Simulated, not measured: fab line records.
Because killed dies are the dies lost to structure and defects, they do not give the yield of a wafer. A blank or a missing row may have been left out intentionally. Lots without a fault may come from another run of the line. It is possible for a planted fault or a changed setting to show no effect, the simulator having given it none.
2 desks looking at one fault ; flow sfq line ; every desk sees just its own numbers, and what lay behind them comes last

DESK OF THE TOOL OWNER: litho track-01
The tool's own readings at SFQ_TRILAYER_I3_VIA_LITHO_COAT_090 (resist thk 62 nm): means of the sampled wafers that have a number, for each lot that ran on this tool. A lot is out of limits, marked OUT, if its mean lies more than 4 standard deviations from the usual mean; the brackets give that distance.
Columns: A = dispense pressure kPa at SFQ_TRILAYER_I3_VIA_LITHO_COAT_090, usual 49.4 kPa; B = resist line temp C at SFQ_TRILAYER_I3_VIA_LITHO_COAT_090, usual 23.01 C
lot;first seen here;A;B
L777;day 47 10:47;53.5;23.06
L779;day 47 15:35;53.5;23.07
L791;day 55 05:32;53.5;23.13
This desk's verdict: no lot among the 3 shows anything out of limits.

THE METROLOGY DESK
What the gauges read, lot by lot, whatever tool the lot ran on: means of the sampled wafers that have a number. A lot is out of limits, marked OUT, if its mean lies more than 4 standard deviations from the usual mean; the brackets give that distance.
Columns: A = M3_OVL at SFQ_M3_OVL_MEAS_921, usual 1 nm; B = I3_BOW at SFQ_I3_BOW_MEAS_922, usual 4 um; C = I3_OVL at SFQ_I3_OVL_MEAS_923, usual -1 nm
lot;first seen here;A;B;C
L773;day 39 19:32;-11;11;-3
L777;day 47 05:20;6;-0;5
L779;day 47 10:08;6;-5;-1
L784;day 48 09:31;-2;-4;-3
L791;day 53 10:14;-4;0;-5
L792;day 53 15:02;4;11;-2
This desk's verdict: no lot among the 6 shows anything out of limits.

TAKEN TOGETHER
Nothing out of limits was seen by the tool owner's desk.
The metrology desk saw nothing out of limits.

WHAT THE SIMULATOR HAD INSERTED
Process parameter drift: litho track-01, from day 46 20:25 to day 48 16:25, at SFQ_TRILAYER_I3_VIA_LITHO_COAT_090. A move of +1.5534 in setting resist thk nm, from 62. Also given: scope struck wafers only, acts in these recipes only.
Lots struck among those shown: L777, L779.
